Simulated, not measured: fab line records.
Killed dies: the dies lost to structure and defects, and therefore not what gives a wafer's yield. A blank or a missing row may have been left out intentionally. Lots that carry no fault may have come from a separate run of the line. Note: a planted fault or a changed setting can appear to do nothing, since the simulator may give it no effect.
fab line records	flow sky130
[record] lots = 4	wafers = 12	last_day = 49
route steps=708 shown LI_CONTACT@376 LOCAL_INTERCONNECT@387 PAD_OPEN@708
lots that met no fault: taken from a fault-free run of the same line
start_h: the number of hours between the record's first day and the start of the first shown wafer of the lot	wait_h: hours elapsed since this lot's preceding step	" repeats the value in the row above	L1.1+2: a row that stands for several wafers	- no value present, or no start provided	* or withheld: withheld	< > ~ a bound
route shown NAME@n: names a module that has steps shown in the file, with the first one's number in the route	usual: mean/standard deviation of fault-free wafers	same: alike in all rows	chamber/n: place in a boat	sites: per-site readings	_std_site: their standard deviation	_edge_site: the outer-site mean with the inner-site mean subtracted	radius_mm: how far each site lies from the wafer's centre	mask NAME#n: copy n	behind: the tool/chamber that last shaped the wafer	hold: cause of the lot's hold/its duration in hours/its outcome	device: names the non-switching transistor (n, p or np)	end of line: tests of these same wafers at the route's end	a step without rows: its recipe alone	killed: at the first sort, the dies lost to defects and structure; wafer yield is something else	map: dies across one wafer; x = killed, . = not, _ = none there
set.NAME: the setting that was run; set.NAME@STEP: the one run at that earlier step	model.NAME: the simulator's own value behind a step, which no gauge read
lots at selected steps of the route; one table per step, one row per wafer
services: the hour from which a tool's chamber was out of use, counted from the record's first day as start_h (under 0 if before that day), plus the number of hours and why
[[steps]]
[step SKY_LI_CONTACT_ETCH_14]
[recipe] chemistry = N2/H2	target = BARC	ion_energy_ev = 200	source_w = 500	bias_w = 102	pressure_mtorr = 30	n2_flow_sccm = 100	h2_flow_sccm = 200	stop_on = SiO2	time_s = 45.9	target_depth_a = 600
[step SKY_LI_CONTACT_ETCH_15]
[recipe] target = PSG	chemistry = C4F8/O2/Ar	stop_on = Si	taper_deg = 4.15	mask_material = KrF-thick	source_w = 1500	bias_w = 1200	pressure_mtorr = 40	c4f8_flow_sccm = withheld	O2_flow_sccm = 6	Ar_flow_sccm = 300	time_s = withheld	target_depth_a = 6000
[step SKY_LI_CONTACT_STRIP_16]
[recipe] chemistry = O2/N2	power_w = 1400	pressure_mtorr = 1500	platen_temp_c = withheld	o2_flow_sccm = 3000	n2_flow_sccm = 300	overash_fraction = 0.5
[step SKY_LI_CONTACT_CLEAN_17]
[recipe] chemistry = NMP	time_s = 600	temp_c = 60	dry = n2_spin
[step SKY_LI_CONTACT_PRE_CLEAN_18]
[recipe] gas = Ar	time_s = 5.6	bias_v = 358
[step SKY_LI_CONTACT_SPUTTER_19]
[recipe] material = Ti	target_thk_nm = 20	chamber_pressure_pa = 5	power_w = 2500	substrate_temp_c = 200	time_s = 106.37
[step SKY_LI_CONTACT_SPUTTER_20]
[recipe] material = TiN	target_thk_nm = 20	chamber_pressure_pa = 5	power_w = 4000	time_s = 80
[step SKY_LI_CONTACT_CVD_21]
[recipe] material = W	target_thk_nm = 400	time_s = 120.56	temp_c = 400	pressure_torr = 40
[step SKY_LI_CONTACT_CMP_24]
[recipe] stop_on = PSG	t_overpolish_s = 20	down_force_psi = 3.5	platen_rpm = 60	target_thk_nm = 0	pad_velocity_m_s = 0.94248
[step SKY_LOCAL_INTERCONNECT_SPUTTER_00]
[recipe] material = TiN	target_thk_nm = 100	temp_c = 300	power_w = 6500	time_s = 83.3	chamber_pressure_pa = 0.4
[usual] throttle_valve_pct = 30.5/1.1
lot.wafer	tool	chamber	start_h	wait_h	throttle_valve_pct	model.TiN_of_LOCAL_INTERCONNECT_SPUTTER_00.thk_nm
L572.1	pvd_sputter-02	-	725.52	0.2	32.0	98.62
L572.5	"	-	"	"	32.1	98.63
L572.6	"	-	"	"	29.2	99.71
L581.1	pvd_sputter-02	-	820.61	0.1	30.2	102.9
L581.2	"	-	"	"	31.7	101.8
L581.3	"	-	"	"	29.4	102.1
L583.1	pvd_sputter-03	-	821.94	0.1	29.2	100.2
L583.2	"	-	"	"	29.4	99.74
L583.3	"	-	"	"	31.1	98.67
L580.1	pvd_sputter-02	-	822.34	0.1	30.2	104.4
L580.3	"	-	"	"	31.6	104.2
L580.6	"	-	"	"	31.6	103.5
[step SKY_LOCAL_INTERCONNECT_RS_MEAS_01]
[recipe] thk_meas_gauge = four-point-probe	reads = TiN_of_LOCAL_INTERCONNECT_SPUTTER_00
[usual] LOCAL_INTERCONNECT_TIN_RS = 14.18/0.13
lot.wafer	tool	chamber	start_h	wait_h	LOCAL_INTERCONNECT_TIN_RS[ohm/sq]
L572.1	film_metro-02	-	725.59	0.0	14.33
L572.5	"	-	"	"	14.32
L572.6	"	-	"	"	14.15
L581.1	film_metro-04	-	820.67	0.0	13.70
L581.2	"	-	"	"	13.90
L581.3	"	-	"	"	13.85
L583.1	film_metro-02	-	822.00	0.0	14.10
L583.2	"	-	"	"	14.17
L583.3	"	-	"	"	14.34
L580.1	film_metro-02	-	822.41	0.0	13.52
L580.3	"	-	"	"	13.50
L580.6	"	-	"	"	13.63
[step SKY_LOCAL_INTERCONNECT_THK_MEAS_02]
[recipe] thk_meas_gauge = xrf	reads = TiN_of_LOCAL_INTERCONNECT_SPUTTER_00
[usual] LOCAL_INTERCONNECT_TIN_THK = 99.2/1
lot.wafer	tool	chamber	start_h	wait_h	LOCAL_INTERCONNECT_TIN_THK[nm]
L572.1	film_metro-02	-	725.71	0.1	98.3
L572.5	"	-	"	"	98.1
L572.6	"	-	"	"	99.2
L581.1	film_metro-04	-	820.79	0.1	102.3
L581.2	"	-	"	"	101.7
L581.3	"	-	"	"	101.3
L583.1	film_metro-02	-	822.12	0.1	100.1
L583.2	"	-	"	"	99.6
L583.3	"	-	"	"	98.7
L580.1	film_metro-02	-	822.53	0.1	104.8
L580.3	"	-	"	"	104.1
L580.6	"	-	"	"	103.4
[step SKY_LOCAL_INTERCONNECT_DEHYDRATE_03]
[recipe] temp_c = 200	time_s = 60
[step SKY_LOCAL_INTERCONNECT_HMDS_04]
[recipe] prime_time_s = 60	prime_temp_c = 120
[step SKY_LOCAL_INTERCONNECT_COAT_05]
[recipe] resist = BARC	temp_c = withheld	time_s = withheld	spin_rpm = 3000	resist_thk_nm = 60
[step SKY_LOCAL_INTERCONNECT_COAT_06]
[recipe] resist = KrF-thick	spin_rpm = 3000	resist_thk_nm = 450
[step SKY_LOCAL_INTERCONNECT_SOFTBAKE_07]
[recipe] temp_c = 100	time_s = 90	resist = KrF-thick
[step SKY_LOCAL_INTERCONNECT_EXPOSE_08]
[recipe] mask_id = LI1M	na = 0.8	source_shape = annular	sigma_inner = 0.55	sigma_outer = 0.85	target_cd_nm = 170	dose_mj = 28
[step SKY_LOCAL_INTERCONNECT_PEB_09]
[recipe] peb_temp_c = withheld	peb_time_s = withheld	resist = KrF-thick
[step SKY_LOCAL_INTERCONNECT_DEVELOP_10]
[recipe] develop_time_s = 60	resist = KrF-thick	dev_temp_c = 21
[step SKY_LOCAL_INTERCONNECT_ETCH_13]
[recipe] chemistry = N2/H2	target = BARC	ion_energy_ev = 200	bias_w = 100	pressure_mtorr = 30	n2_flow_sccm = 100	h2_flow_sccm = 200	icp_w = 500	stop_on = SiO2	time_s = 45.9	target_depth_a = 600
[step SKY_LOCAL_INTERCONNECT_METAL_ETCH_14]
[recipe] target_depth_nm = 110	stop_on = PSG	chemistry = Cl2/BCl3	target = TiN	resist_sidewall_deg = 88	pressure_mtorr = 10	icp_w = 900	bias_w = 48.5	Cl2_flow_sccm = 60	bcl3_flow_sccm = 30	time_s = 31.4
[usual] drypump_motor_current_A = 5.7/0.35	oes_product_au = 0.938/0.0068	throttle_valve_pct = 21.902/0.01
lot.wafer	tool	chamber	start_h	wait_h	drypump_motor_current_A	oes_product_au	rf_hours_counter_h	throttle_valve_pct	model.LOCAL_INTERCONNECT.feature_depth_nm	model.etch.depth_nm
L572.1	rie_metal-01	1	753.50	0.0	5.8	0.932	6	21.906	98.62	98.62
L572.5	"	1	"	"	5.8	0.931	-	21.914	98.63	98.63
L572.6	"	0	"	"	6.0	0.933	-	21.884	99.71	99.71
L581.1	rie_metal-02	0	847.91	0.0	5.1	0.953	16	21.894	102.9	102.9
L581.2	"	1	"	"	5.9	0.947	12	21.888	101.8	101.8
L581.3	"	0	"	"	5.1	0.946	-	21.879	102.1	102.1
L583.1	rie_metal-01	1	849.02	0.0	5.8	0.948	10	21.918	100.2	100.2
L583.2	"	0	"	"	5.9	0.943	8	21.898	99.74	99.74
L583.3	"	1	"	"	5.8	0.942	-	21.921	98.67	98.67
L580.1	rie_metal-03	0	849.85	0.0	6.0	0.976	14	21.871	104.4	104.4
L580.3	"	0	"	"	6.0	0.960	-	21.884	104.2	104.2
L580.6	"	1	"	"	5.4	0.966	-	21.911	103.5	103.5
[step SKY_LOCAL_INTERCONNECT_STRIP_15]
[recipe] chemistry = O2/N2	power_w = 1400	pressure_mtorr = 1500	platen_temp_c = withheld	o2_flow_sccm = 3000	n2_flow_sccm = 300	overash_fraction = 0.5
[step SKY_LOCAL_INTERCONNECT_STRIP_16]
[recipe] chemistry = post_etch_residue_remover	time_s = 1200	temp_c = 72.5
[usual] bath_guard_temp_C = 72.4/0.45	temp_c = 72.51/0.13
lot.wafer	tool	chamber	start_h	wait_h	bath_guard_temp_C	temp_c	model.TiN_of_LOCAL_INTERCONNECT_SPUTTER_00.thk_nm
L572.1	wet_bench-01	2	753.65	0.1	72.6	72.45	98.19
L572.5	"	2	"	"	72.7	72.50	98.2
L572.6	"	2	"	"	72.3	72.40	99.28
L581.1	wet_bench-04	1	848.06	0.1	72.6	72.60	102.5
L581.2	"	1	"	"	73.1	72.63	101.4
L581.3	"	1	"	"	72.9	72.56	101.7
L583.1	wet_bench-04	3	849.17	0.1	72.2	72.66	99.81
L583.2	"	3	"	"	71.9	72.72	99.32
L583.3	"	3	"	"	72.0	72.69	98.25
L580.1	wet_bench-04	3	850.00	0.1	72.2	72.36	104
L580.3	"	3	"	"	71.9	72.45	103.7
L580.6	"	3	"	"	72.0	72.48	103.1
[step SKY_LOCAL_INTERCONNECT_CLEAN_17]
[recipe] chemistry = IPA	time_s = 180	temp_c = 25
[step SKY_PAD_OPEN_PROBE_99]
[usual] killed_at_M0_to_M3 = 43/6.8	killed_at_M4_up = 3.2/1.7	killed_at_contacts = 24/5.6	killed_at_front_end = 15/4.7	killed_at_other = 0.3/0.59	killed_dies = 86/10	killed_on_rim = 16/4	killed_open = 47/6.8	killed_short = 39/6.4
[same] gross_dies = 492	killed_at_back_side = 0
lot.wafer	tool	chamber	start_h	wait_h	killed_at_M0_to_M3	killed_at_M4_up	killed_at_contacts	killed_at_front_end	killed_at_other	killed_dies	killed_on_rim	killed_open	killed_short	model.etest.res_li.line_ohm_um	model.etest.res_li.rs_ohm_sq
L572.1	prober-01	-	1111.35	0.1	39	6	31	18	2	96	27	52	41	75.65	12.89
L572.5	prober-01	-	1111.55	0.2	31	4	23	14	0	72	11	40	32	75.69	12.97
L572.6	prober-01	-	1111.60	0.2	53	5	28	13	0	99	20	49	49	75.31	12.86
L581.1	prober-01	-	1178.98	0.1	41	1	16	12	0	70	12	38	32	72.78	12.39
L581.2	prober-01	-	1179.03	0.1	30	2	19	17	0	68	14	32	36	74.58	12.49
L581.3	prober-01	-	1179.08	0.2	38	3	31	8	1	81	15	44	37	74.08	12.51
L583.1	prober-02	-	1180.56	0.1	43	2	20	16	1	82	14	36	45	74.96	12.71
L583.2	prober-02	-	1180.61	0.1	29	2	14	17	0	62	14	29	33	77.01	12.86
L583.3	prober-02	-	1180.66	0.2	39	3	31	14	0	87	16	44	43	76.64	12.94
L580.1	prober-01	-	1182.06	0.1	33	3	23	9	0	68	13	40	28	72.04	12.23
L580.3	prober-01	-	1182.16	0.2	47	1	24	13	0	85	14	45	40	72.16	12.27
L580.6	prober-01	-	1182.31	0.2	43	2	27	13	0	85	23	37	48	72.53	12.33
// killed by level:class
L572.1 CONTACT:geometric_particle:open=9 LI_CONTACT:geometric_particle:open=8 VIA1:geometric_particle:open=8 FIELD_ISO:geometric_particle:open=6 POLY_GATE:geometric_particle:short=5 CONTACT:geometric_particle:short=5 METAL1:geometric_particle:short=5 VIA2:geometric_particle:open=5
L572.5 CONTACT:geometric_particle:open=10 VIA1:geometric_particle:open=9 LOCAL_INTERCONNECT:geometric_particle:short=7 VIA3:geometric_particle:open=6 POLY_GATE:geometric_particle:open=4 METAL2:geometric_particle:short=4 VIA3:geometric_particle:short=4 FIELD_ISO:geometric_particle:open=3
L572.6 CONTACT:geometric_particle:open=16 METAL1:geometric_particle:short=13 VIA3:geometric_particle:open=8 VIA1:geometric_particle:open=7 FIELD_ISO:geometric_particle:open=6 LI_CONTACT:geometric_particle:short=5 VIA3:geometric_particle:short=5 METAL4:geometric_particle:short=5
L581.1 VIA3:geometric_particle:open=9 CONTACT:geometric_particle:open=8 VIA1:geometric_particle:short=5 METAL1:geometric_particle:short=5 POLY_GATE:geometric_particle:open=4 VIA1:geometric_particle:open=4 METAL2:geometric_particle:short=4 FIELD_ISO:geometric_particle:open=3
L581.2 CONTACT:geometric_particle:open=7 CONTACT:geometric_particle:short=6 POLY_GATE:geometric_particle:short=6 FIELD_ISO:geometric_particle:short=5 VIA1:geometric_particle:open=5 FIELD_ISO:geometric_particle:open=4 VIA2:geometric_particle:open=4 VIA3:geometric_particle:open=4
L581.3 LI_CONTACT:geometric_particle:open=11 CONTACT:geometric_particle:open=10 METAL1:geometric_particle:short=6 VIA1:geometric_particle:open=6 METAL2:geometric_particle:short=6 VIA2:geometric_particle:short=5 VIA2:geometric_particle:open=5 FIELD_ISO:geometric_particle:open=4
L583.1 METAL2:geometric_particle:short=10 CONTACT:geometric_particle:open=8 VIA1:geometric_particle:open=8 VIA3:geometric_particle:open=8 FIELD_ISO:geometric_particle:short=4 POLY_GATE:geometric_particle:short=4 LI_CONTACT:geometric_particle:short=4 VIA2:geometric_particle:open=4
L583.2 VIA1:geometric_particle:open=7 METAL2:geometric_particle:short=5 FIELD_ISO:geometric_particle:short=4 LI_CONTACT:geometric_particle:open=4 METAL1:geometric_particle:short=4 POLY_GATE:geometric_particle:open=3 POLY_GATE:geometric_particle:short=3 CONTACT:geometric_particle:open=3
L583.3 CONTACT:geometric_particle:open=9 LI_CONTACT:geometric_particle:open=8 POLY_GATE:geometric_particle:short=6 LI_CONTACT:geometric_particle:short=6 VIA3:geometric_particle:open=6 VIA1:geometric_particle:short=5 VIA3:geometric_particle:short=5 LOCAL_INTERCONNECT:geometric_particle:short=4
L580.1 CONTACT:geometric_particle:open=10 VIA1:geometric_particle:open=5 VIA2:geometric_particle:open=5 METAL1:geometric_particle:short=5 VIA3:geometric_particle:open=5 LI_CONTACT:geometric_particle:open=4 LI_CONTACT:geometric_particle:short=4 VIA1:geometric_particle:short=4
L580.3 VIA1:geometric_particle:open=8 CONTACT:geometric_particle:open=8 VIA3:geometric_particle:open=8 LOCAL_INTERCONNECT:geometric_particle:short=6 VIA3:geometric_particle:short=6 METAL1:geometric_particle:short=6 METAL2:geometric_particle:short=6 LI_CONTACT:geometric_particle:open=5
L580.6 CONTACT:geometric_particle:open=10 VIA1:geometric_particle:short=9 METAL1:geometric_particle:short=8 LI_CONTACT:geometric_particle:open=7 POLY_GATE:geometric_particle:short=6 VIA2:geometric_particle:short=5 LOCAL_INTERCONNECT:geometric_particle:short=5 VIA2:geometric_particle:open=5
[[services]]
tool	chamber	start_h	hours	kind
pvd_sputter-03	-	714.41	1.3	repair
pvd_sputter-03	-	716.47	3.3	repair
wet_bench-04	-	738.75	2.2	repair
rie_metal-03	1	742.31	1.0	repair
wet_bench-04	-	752.35	2.9	repair
rie_metal-02	1	785.09	10.1	repair
rie_metal-03	-	788.47	15.6	pm
pvd_sputter-03	1	795.71	-	consumable_replace:kit
pvd_sputter-03	1	795.71	18.0	scheduled_down
pvd_sputter-03	1	795.71	18.0	vent_cycle
pvd_sputter-02	-	803.55	0.5	repair
rie_metal-01	1	817.35	4.6	repair
pvd_sputter-02	2	847.13	-	consumable_replace:kit
pvd_sputter-02	2	847.13	18.0	scheduled_down
pvd_sputter-02	2	847.13	18.0	vent_cycle
[[key]]
[first_sign] step = SKY_LOCAL_INTERCONNECT_RS_MEAS_01	reading = LOCAL_INTERCONNECT_TIN_RS	direction = down	sigmas = 3.9	usual = 14.18	struck = 13.68
[effect] step = SKY_LOCAL_INTERCONNECT_THK_MEAS_02	reading = LOCAL_INTERCONNECT_TIN_THK	direction = up	sigmas = 3.8	usual = 99.2	struck = 102.9
[effect] step = SKY_LOCAL_INTERCONNECT_METAL_ETCH_14	reading = oes_product_au	direction = up	sigmas = 2.9	usual = 0.938	struck = 0.958
[model_effect] step = SKY_LOCAL_INTERCONNECT_SPUTTER_00	value = TiN_of_LOCAL_INTERCONNECT_SPUTTER_00.thk_nm	without = 99.6	struck = 103.1
[model_effect] step = SKY_LOCAL_INTERCONNECT_METAL_ETCH_14	value = LOCAL_INTERCONNECT.feature_depth_nm	without = 99.6	struck = 103.1
[model_effect] step = SKY_LOCAL_INTERCONNECT_STRIP_16	value = TiN_of_LOCAL_INTERCONNECT_SPUTTER_00.thk_nm	without = 99.18	struck = 102.7
[model_effect] step = SKY_PAD_OPEN_PROBE_99	value = etest.res_li.line_ohm_um	without = 75.6	struck = 73.03
met_at SKY_LOCAL_INTERCONNECT_SPUTTER_00
struck_wafers L580.1,L580.3,L580.6,L581.1,L581.2,L581.3
tester_left_out L580,L581
onset_between 725.52 820.61
[fault] kind = process_parameter_drift	tool = pvd_sputter-02	chamber = -	onset_h = 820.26	steps = SKY_LOCAL_INTERCONNECT_SPUTTER_00	channel = time_s	offset = *	shape = step	end_h = 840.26	acts_in = *	stated = *
// tester_left_out: of these lots the tester's yield and bins aren't shown, on N5 and GAA mostly nor the transistor test; their killed dies are dies lost to structure and defects alone, not to doping, threshold or leakage, so they don't give the yield
